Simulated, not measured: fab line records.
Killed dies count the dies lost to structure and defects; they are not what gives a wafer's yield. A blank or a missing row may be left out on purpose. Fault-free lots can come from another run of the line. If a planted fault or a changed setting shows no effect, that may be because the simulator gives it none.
Which of the tools did it? | flow gf180mcu | 14 lots, 42 wafers sampled, at 4 steps of a route of 602

== WHAT THE GAUGES SHOWED, per wafer ==
GF_SALICIDE_RS_MEAS_04: measures by four-point-probe.
lot  | measured     | on            | SALICIDE_TIN_RS (ohm/sq)
L469 | day 15 08:46 | film_metro-03 | 16.43 16.72 16.51
L471 | day 16 03:19 | film_metro-03 | 15.84 16.50 16.26
L472 | day 16 10:48 | film_metro-02 | 16.53 16.69 16.37
L473 | day 17 14:28 | film_metro-02 | 16.73 16.80 16.71
L474 | day 17 15:17 | film_metro-02 | 16.76 16.51 16.72
L476 | day 17 23:43 | film_metro-03 | 16.64 16.76 16.68
L481 | day 20 03:55 | film_metro-04 | 15.93 16.21 16.24
L482 | day 20 13:04 | film_metro-03 | 16.65 16.76 16.47
L483 | day 21 02:56 | film_metro-02 | 16.39 16.75 16.48
L484 | day 21 08:57 | film_metro-03 | 16.96 16.65 16.13
L485 | day 21 15:30 | film_metro-04 | 16.69 16.68 16.35
L486 | day 21 21:36 | film_metro-04 | 16.44 15.83 16.63
L490 | day 23 02:41 | film_metro-02 | 16.48 16.68 16.31
L491 | day 23 09:46 | film_metro-04 | 16.62 16.00 16.59

GF_CONTACT_THK_MEAS_03.
lot  | measured     | on            | CONTACT_CVD_02_THK (nm)
L469 | day 15 09:25 | film_metro-02 | 858 869 881
L471 | day 16 03:58 | film_metro-03 | 859 849 877
L472 | day 16 11:27 | film_metro-03 | 850 868 848
L473 | day 17 15:19 | film_metro-01 | 855 858 857
L474 | day 17 16:01 | film_metro-02 | 854 870 858
L476 | day 18 00:22 | film_metro-01 | 858 862 872
L481 | day 20 04:33 | film_metro-01 | 841 858 875
L482 | day 20 13:44 | film_metro-02 | 863 859 871
L483 | day 21 03:36 | film_metro-02 | 878 872 864
L484 | day 21 09:41 | film_metro-02 | 845 862 874
L485 | day 21 16:09 | film_metro-03 | 846 855 856
L486 | day 21 22:13 | film_metro-01 | 851 864 860
L490 | day 23 03:38 | film_metro-03 | 856 851 846
L491 | day 23 10:43 | film_metro-02 | 866 882 877

== EACH LOT AND THE TOOL THAT RAN IT (in order: tool; ch and the chambers of the sampled wafers; start) ==
lot  | GF_PSD_STRIP_10                      | GF_SALICIDE_RTA_06
L469 | plasma_asher-02 ch 0, day 14 10:26   | rtp_anneal-02 ch 0, day 15 08:57
L471 | plasma_asher-04 ch 0,1, day 15 05:00 | rtp_anneal-02 ch 0, day 16 03:30
L472 | plasma_asher-01 ch 0,1, day 15 12:13 | rtp_anneal-01 ch 0, day 16 10:59
L473 | plasma_asher-04 ch 0,1, day 16 14:59 | rtp_anneal-02 ch 0, day 17 14:41
L474 | plasma_asher-02 ch 0,1, day 16 15:47 | rtp_anneal-02 ch 0, day 17 15:29
L476 | plasma_asher-04 ch 0, day 16 23:55   | rtp_anneal-02 ch 0, day 17 23:53
L481 | plasma_asher-04 ch 1, day 19 03:04   | rtp_anneal-01 ch 0, day 20 04:05
L482 | plasma_asher-01 ch 0,1, day 19 11:48 | rtp_anneal-02 ch 0, day 20 13:14
L483 | plasma_asher-02 ch 0,1, day 20 02:24 | rtp_anneal-02 ch 0, day 21 03:07
L484 | plasma_asher-01 ch 0,1, day 20 08:15 | rtp_anneal-01 ch 0, day 21 09:08
L485 | plasma_asher-04 ch 0,1, day 20 14:40 | rtp_anneal-01 ch 0, day 21 15:41
L486 | plasma_asher-02 ch 0,1, day 20 20:57 | rtp_anneal-01 ch 0, day 21 21:46
L490 | plasma_asher-04 ch 0,1, day 22 02:37 | rtp_anneal-02 ch 0, day 23 02:52
L491 | plasma_asher-04 ch 0,1, day 22 10:25 | rtp_anneal-02 ch 0, day 23 09:56
- GF_PSD_STRIP_10: strips in O2/N2.
- GF_SALICIDE_RTA_06: time 30 s.

== WHAT THE TOOLS THEMSELVES READ (means of the sampled wafers that have a number; where no wafer has one, the mark that the record gives instead) ==
GF_PSD_STRIP_10.
lot  | tool            | drypump_motor_current_A (A) | heater_power_w (W) | o2_flow_sccm (sccm) | oes_product_au (a.u.) | strip_time_to_endpoint_s (s)
L469 | plasma_asher-02 | 5.9                         | 349                | 2999                | 0.593                 | 16.54
L471 | plasma_asher-04 | 5.4                         | 328                | 2992                | 0.594                 | 16.53
L472 | plasma_asher-01 | 5.5                         | 320                | 3008                | 0.587                 | 16.47
L473 | plasma_asher-04 | 5.4                         | 332                | 2408                | 0.585                 | 16.80
L474 | plasma_asher-02 | 5.6                         | 351                | 3002                | 0.597                 | 16.58
L476 | plasma_asher-04 | 5.4                         | 313                | 2389                | 0.588                 | 16.80
L481 | plasma_asher-04 | 5.4                         | 334                | 3003                | 0.595                 | 16.47
L482 | plasma_asher-01 | 5.4                         | 319                | 2998                | 0.593                 | 16.53
L483 | plasma_asher-02 | 5.4                         | 342                | 2998                | 0.588                 | 16.56
L484 | plasma_asher-01 | 5.5                         | 317                | 3006                | 0.590                 | 16.51
L485 | plasma_asher-04 | 5.4                         | 331                | 3002                | 0.593                 | 16.59
L486 | plasma_asher-02 | 5.4                         | 342                | 2997                | 0.591                 | 16.56
L490 | plasma_asher-04 | 5.4                         | 324                | 2994                | 0.590                 | 16.58
L491 | plasma_asher-04 | 5.4                         | 323                | 2995                | 0.594                 | 16.49

GF_SALICIDE_RTA_06.
lot  | tool          | lamp_power_pct (%) | wafer_temp_C_max
L469 | rtp_anneal-02 | 6.39               | 532.9
L471 | rtp_anneal-02 | 6.39               | 532.7
L472 | rtp_anneal-01 | 6.57               | 532.3
L473 | rtp_anneal-02 | 6.39               | 532.6
L474 | rtp_anneal-02 | 6.39               | 532.8
L476 | rtp_anneal-02 | 6.39               | 532.1
L481 | rtp_anneal-01 | 6.59               | 531.8
L482 | rtp_anneal-02 | 6.39               | 532.0
L483 | rtp_anneal-02 | 6.39               | 532.5
L484 | rtp_anneal-01 | 6.58               | 532.1
L485 | rtp_anneal-01 | 6.59               | 531.4
L486 | rtp_anneal-01 | 6.58               | 532.1
L490 | rtp_anneal-02 | 6.39               | 532.4
L491 | rtp_anneal-02 | 6.40               | 532.1

== THE ANSWER, worked out from the rows above alone ==
Rule: usual is defined by the lots themselves. Put in order of their means at a reading, lots are off if they are a third of the lots or fewer, leave a main group of 4 or more, and stand apart from it by a gap of 3 or more times the standard deviation of the main group's means; of several such gaps the widest counts. A main group is skipped when, at the precision printed for the reading in the tables above, its means are all equal. A lot without any number at a reading at which 4 lots or more have one is off too. Any other lot the step has rows for is counted as sound. Order of review: gauges by route order, followed by the tools' own readings, for which a lot's mean as printed above is used. At the first step where some lot is off, the reading lying furthest off is the one used; lots without a number count as furthest.
Off: L473, L476 (GF_PSD_STRIP_10, o2_flow_sccm). The main group: mean 3000 sccm, standard deviation 4.6.
If a tool, at that step or one of the process steps before it, ran each lot that is off and ran no sound lot following the first of them, it fits. Of those tried, none fits.

== WHAT THE SIMULATOR HAD PUT IN ==
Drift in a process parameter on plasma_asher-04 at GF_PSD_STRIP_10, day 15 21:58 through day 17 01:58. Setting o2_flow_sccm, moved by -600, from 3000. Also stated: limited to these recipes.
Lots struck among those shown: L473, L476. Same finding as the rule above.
